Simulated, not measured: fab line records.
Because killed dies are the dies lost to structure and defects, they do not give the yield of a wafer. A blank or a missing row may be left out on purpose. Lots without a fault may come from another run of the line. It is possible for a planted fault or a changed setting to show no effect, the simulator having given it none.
The tool behind it: which one? ; flow gf180mcu ; route of 602 steps, sampled at 1 step: 13 lots, 39 wafers

WHAT THE GAUGES SHOWED, per wafer
GF_LVPWELL_TW_MEAS_11. Usual: LVPWELL_TW 559.9, standard deviation 2.8.
lot;measured;on;LVPWELL_TW;flag
L579;day 3 23:32;film metro-01;556.7 555.1 560.9;
L581;day 4 09:41;film metro-04;555.8 557.1 556.8;
L583;day 4 19:59;film metro-01;565.2 564.6 563.2;
L587;day 5 18:44;film metro-01;563.3 562.2 561.9;
L588;day 5 23:08;film metro-01;559.0 560.0 563.9;
L589;day 6 03:17;film metro-01;562.9 562.3 561.9;
L590;day 6 11:12;film metro-01;562.1 560.7 559.4;
L592;day 6 21:34;film metro-04;561.1 560.8 562.8;
L598;day 8 07:24;film metro-04;559.5 555.8 558.0;
L599;day 8 12:45;film metro-04;556.2 558.4 559.9;
L600;day 8 19:08;film metro-01;559.3 560.7 560.1;
L601;day 8 23:56;film metro-03;554.7 557.4 557.0;
L602;day 9 09:43;film metro-04;558.7 557.3 553.8;

TOOL THAT RAN EACH LOT (tool first, then ch and the chambers of the sampled wafers, then the start)
There is no process step in the record ahead of these readings.

WHAT THE TOOLS THEMSELVES READ (means of the sampled wafers that have a number; where no wafer has one, the mark that the record gives instead)
The record holds no such reading with a usual standard deviation.

THE ANSWER, worked out from the rows above alone
Rule: take the mean of a lot's wafers that have a number; if it is more than 3 standard deviations from the usual mean, the lot is off. A lot without any number at a reading at which 4 lots or more have one is off too. Any other lot the step has rows for is counted as sound. The gauges are gone through in route order, then the tools' own readings, and for those a lot's mean is taken as printed above. At the first step where some lot is off, the reading lying furthest off is the one used; lots without a number count as furthest.
Nothing can be told from this: no lot is off at any reading shown.

WHAT HAD BEEN PUT IN BY THE SIMULATOR
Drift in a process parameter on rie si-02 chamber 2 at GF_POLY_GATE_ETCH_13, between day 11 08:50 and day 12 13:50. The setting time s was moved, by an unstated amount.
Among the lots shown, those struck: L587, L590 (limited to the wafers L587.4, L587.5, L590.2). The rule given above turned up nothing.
